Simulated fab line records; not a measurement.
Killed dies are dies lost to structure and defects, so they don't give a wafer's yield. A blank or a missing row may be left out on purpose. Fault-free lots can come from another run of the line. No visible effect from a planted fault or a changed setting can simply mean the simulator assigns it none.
Tool commonality check + flow sky130 + 33 wafers sampled across 11 lots

== REASON IT WAS OPENED ==
At SKY_PWDE_TW_MEAS_10 the reading PWDE_TW is flagged on 1 of 11 lots. No-fault wafers: 375.5, standard deviation 2.4.
Rule: a lot gets a flag if all its wafers with a number sit over 4 standard deviations from that mean, or if no wafer of it has a number. All remaining lots are regarded as sound.

| lot  | measured    | on            | PWDE_TW, wafer by wafer | flag    |
|------|-------------|---------------|-------------------------|---------|
| L617 | day 4 18:20 | film metro-01 | 376.1 378.4 375.5       |         |
| L620 | day 5 14:30 | film metro-03 | 30.6 30.6 30.6          | FLAGGED |
| L622 | day 6 16:58 | film metro-01 | 373.4 376.2 373.1       |         |
| L624 | day 6 18:12 | film metro-01 | 376.4 375.0 375.0       |         |
| L628 | day 7 18:29 | film metro-01 | 375.5 375.0 375.9       |         |
| L631 | day 8 00:37 | film metro-01 | 376.7 374.9 375.8       |         |
| L630 | day 8 02:12 | film metro-01 | 373.0 375.8 374.2       |         |
| L632 | day 8 11:44 | film metro-03 | 381.8 381.0 380.4       |         |
| L633 | day 8 16:35 | film metro-01 | 372.1 373.0 373.8       |         |
| L634 | day 8 23:53 | film metro-01 | 375.8 376.3 373.0       |         |
| L635 | day 9 02:50 | film metro-01 | 375.9 376.6 376.3       |         |
On average the flagged lots read 30.6, which is -344.9 against the usual, or -99 or more standard deviations.

== WHICH TOOL EACH LOT WENT THROUGH ==
Before the reading, the record contains 3 process steps out of a 708-step route. Each cell gives the tool, then ch followed by the chambers the sampled wafers passed through, then the start.
| lot  | flag    | SKY_FIELD_ISO_STRIP_16              | SKY_PWDE_EXPOSE_04                 | SKY_PWDE_STRIP_09                   |
|------|---------|-------------------------------------|------------------------------------|-------------------------------------|
| L617 |         | plasma asher-04 ch 0,1, day 3 01:13 | iline stepper-02 ch 0, day 4 10:19 | plasma asher-02 ch 0,1, day 4 18:14 |
| L620 | FLAGGED | plasma asher-04 ch 0,1, day 3 18:02 | iline stepper-01 ch 0, day 5 05:45 | plasma asher-02 ch 0,1, day 5 14:23 |
| L622 |         | plasma asher-02 ch 0,1, day 4 04:02 | iline stepper-01 ch 0, day 6 07:44 | plasma asher-02 ch 0,1, day 6 16:52 |
| L624 |         | plasma asher-02 ch 0, day 4 15:29   | iline stepper-01 ch 0, day 6 08:53 | plasma asher-01 ch 0,1, day 6 18:05 |
| L628 |         | plasma asher-04 ch 0,1, day 5 18:14 | iline stepper-02 ch 0, day 7 08:22 | plasma asher-03 ch 0,1, day 7 18:23 |
| L631 |         | plasma asher-01 ch 0,1, day 6 03:16 | iline stepper-02 ch 0, day 7 14:42 | plasma asher-01 ch 0,1, day 8 00:32 |
| L630 |         | plasma asher-02 ch 0,1, day 6 03:35 | iline stepper-02 ch 0, day 7 15:21 | plasma asher-01 ch 0,1, day 8 02:06 |
| L632 |         | plasma asher-02 ch 0,1, day 6 12:55 | iline stepper-01 ch 0, day 8 01:32 | plasma asher-01 ch 0,1, day 8 11:38 |
| L633 |         | plasma asher-01 ch 0,1, day 6 15:19 | iline stepper-02 ch 0, day 8 05:43 | plasma asher-03 ch 0,1, day 8 16:29 |
| L634 |         | plasma asher-02 ch 0,1, day 6 17:53 | iline stepper-01 ch 0, day 8 14:10 | plasma asher-01 ch 0,1, day 8 23:47 |
| L635 |         | plasma asher-02 ch 1, day 6 23:38   | iline stepper-02 ch 0, day 8 16:56 | plasma asher-01 ch 0,1, day 9 02:44 |
What the steps here do:
- SKY_FIELD_ISO_STRIP_16: strips in O2/N2.
- SKY_PWDE_EXPOSE_04: exposes mask PWDEM, target cd 840 nm.
- SKY_PWDE_STRIP_09: strips in O2/N2.
- SKY_PWDE_TW_MEAS_10

== FLAGGED AGAINST TOTAL, ONE TOOL AT A TIME (gauges that did the reading follow at the end) ==
| step                   | tool             | lots run | flagged | share of the flagged lots | sound lots run after its first flagged lot |
|------------------------|------------------|----------|---------|---------------------------|--------------------------------------------|
| SKY_FIELD_ISO_STRIP_16 | plasma asher-01  | 2        | 0       | none                      | -                                          |
| SKY_FIELD_ISO_STRIP_16 | plasma asher-02  | 6        | 0       | none                      | -                                          |
| SKY_FIELD_ISO_STRIP_16 | plasma asher-04  | 3        | 1       | all                       | 1 (L628)                                   |
| SKY_PWDE_EXPOSE_04     | iline stepper-01 | 5        | 1       | all                       | 4 (L622,L624,L632,L634)                    |
| SKY_PWDE_EXPOSE_04     | iline stepper-02 | 6        | 0       | none                      | -                                          |
| SKY_PWDE_STRIP_09      | plasma asher-01  | 6        | 0       | none                      | -                                          |
| SKY_PWDE_STRIP_09      | plasma asher-02  | 3        | 1       | all                       | 1 (L622)                                   |
| SKY_PWDE_STRIP_09      | plasma asher-03  | 2        | 0       | none                      | -                                          |
| SKY_PWDE_TW_MEAS_10    | film metro-01    | 9        | 0       | none                      | -                                          |
| SKY_PWDE_TW_MEAS_10    | film metro-03    | 2        | 1       | all                       | 1 (L632)                                   |

== WHAT IS ALLOWED BY THE TABLE ==
4 rows of the table ran every flagged lot: plasma asher-04 at SKY_FIELD_ISO_STRIP_16, iline stepper-01 at SKY_PWDE_EXPOSE_04, plasma asher-02 at SKY_PWDE_STRIP_09, film metro-03 at SKY_PWDE_TW_MEAS_10.
- plasma asher-04 at SKY_FIELD_ISO_STRIP_16 ran 3 lots, 1 of them flagged. Sound lots ran on it after the first flagged one (L628), which a lasting fault on the whole tool wouldn't allow.
- iline stepper-01 at SKY_PWDE_EXPOSE_04 ran 5 lots, 1 of them flagged. Sound lots ran on it after the first flagged one (L622, L624, L632, L634), which a lasting fault on the whole tool wouldn't allow.
- plasma asher-02 at SKY_PWDE_STRIP_09 ran 3 lots, 1 of them flagged. Sound lots ran on it after the first flagged one (L622), which a lasting fault on the whole tool wouldn't allow.
- film metro-03 at SKY_PWDE_TW_MEAS_10 ran 2 lots, 1 of them flagged. Sound lots ran on it after the first flagged one (L632), which a lasting fault on the whole tool wouldn't allow.
No row of the table ran every flagged lot and no sound lot after the first.

== WHAT WAS PUT IN BY THE SIMULATOR ==
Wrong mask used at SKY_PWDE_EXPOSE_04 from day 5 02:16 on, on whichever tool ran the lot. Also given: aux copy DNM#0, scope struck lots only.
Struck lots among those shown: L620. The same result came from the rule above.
